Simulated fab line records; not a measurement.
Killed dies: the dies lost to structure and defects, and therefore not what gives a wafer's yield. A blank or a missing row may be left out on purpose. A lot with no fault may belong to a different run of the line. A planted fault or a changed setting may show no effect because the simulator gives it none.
A struck lot beside a sound one :: flow sky130 :: 18 out of 708 route steps
Sound: the wafers L458.1, L458.5, L458.6. Wafers L464.1, L464.3, L464.6 were the ones struck. The cause comes at the end.
Per side, at each step with rows, come the tool, then ch with its chambers, and then its first start. Under that, the readings that differ: sound wafers :: struck wafers :: difference of the means :: sigmas: that difference in standard deviations of wafers without a fault.
alike: readings whose means differ by less than 2 such deviations, and words and numbers that are the same on both sides. not compared: withheld readings, readings that some wafer has no value for, bounds like >300 that may hide the same value, and numbers for which the record gives no deviation and whose values overlap.
Wherever a step has rows on one side only, a row that says differs or no value, or a row with sigmas, the two part there. Non-overlapping numbers with no deviation appear without sigmas and do not part them. A reading missing from all wafers of one side parts the sides only when that side holds two or more wafers.

first, 3 steps without rows for these wafers: SKY_LDD_P_EXPOSE_04 (exposes mask PSDM, target cd 380 nm); SKY_LDD_P_PEB_05; SKY_LDD_P_DEVELOP_06 (develop time 60 s).
SKY_LDD_P_CD_MEAS_07: the cd target is 380 nm.
  struck on cd sem-02, day 22 01:55; sound on cd sem-02, day 20 04:39
  alike: cd nm
SKY_LDD_P_OVL_MEAS_08:
  struck on overlay-02, day 22 02:02; sound on overlay-01, day 20 04:46
reading: LDD_P_OVL (nm)
sound: -0.6 -1.7 -1.8
struck: 2.9 0.3 0.5
difference: +2.6
sigmas: +2
then, 1 step without rows for these wafers: SKY_LDD_P_IMPLANT_09.
SKY_LDD_P_STRIP_10: strips in O2/N2.
  sound on plasma asher-03 ch 0,1, day 20 04:57; struck on plasma asher-01 ch 0,1, day 22 02:14
  alike: drypump motor current A, n2 flow sccm, oes product au, strip time to endpoint s
  not compared: rf hours counter h
SKY_LDD_P_TW_MEAS_11:
  struck on film metro-02, day 22 02:20; sound on film metro-04, day 20 05:03
  alike: LDD_P_TW
then, 4 steps without rows for these wafers: SKY_LDD_HVN_DEHYDRATE_00 (time 60 s); SKY_LDD_HVN_HMDS_01 (prime time 60 s); SKY_LDD_HVN_COAT_02 (resist thk 300 nm); SKY_LDD_HVN_SOFTBAKE_03 (time 60 s).
SKY_LDD_HVN_EXPOSE_04: exposes mask HVNTM, target cd 700 nm.
  sound on iline stepper-01 ch 0, day 20 19:49; struck on iline stepper-01 ch 0, day 22 17:48
reading: model.LDD_HVN.overlay x nm (nm)
sound: -1.369 -1.369 -1.369
struck: 56.88 56.88 56.88
difference: +58.25
sigmas: 
  alike: mask, stage vel mm s
then, 2 steps without rows for these wafers: SKY_LDD_HVN_PEB_05; SKY_LDD_HVN_DEVELOP_06 (develop time 60 s).
SKY_LDD_HVN_OVL_MEAS_07:
  struck on overlay-02, day 23 08:15; sound on overlay-02, day 21 11:27
reading: LDD_HVN_OVL (nm)
sound: 1.2 -1.2 -0.2
struck: 56.8 56.5 56.6
difference: +56.7
sigmas: +35
then, 1 step without rows for these wafers: SKY_LDD_HVN_IMPLANT_08.
SKY_PAD_OPEN_PROBE_99:
  rows exist in the record for the sound wafers here (prober-01, day 46 08:20), none for the struck ones

## WHERE THEY PART
First at SKY_LDD_P_OVL_MEAS_08; last, within this record, at SKY_PAD_OPEN_PROBE_99.

WHY: whatever the simulator had introduced
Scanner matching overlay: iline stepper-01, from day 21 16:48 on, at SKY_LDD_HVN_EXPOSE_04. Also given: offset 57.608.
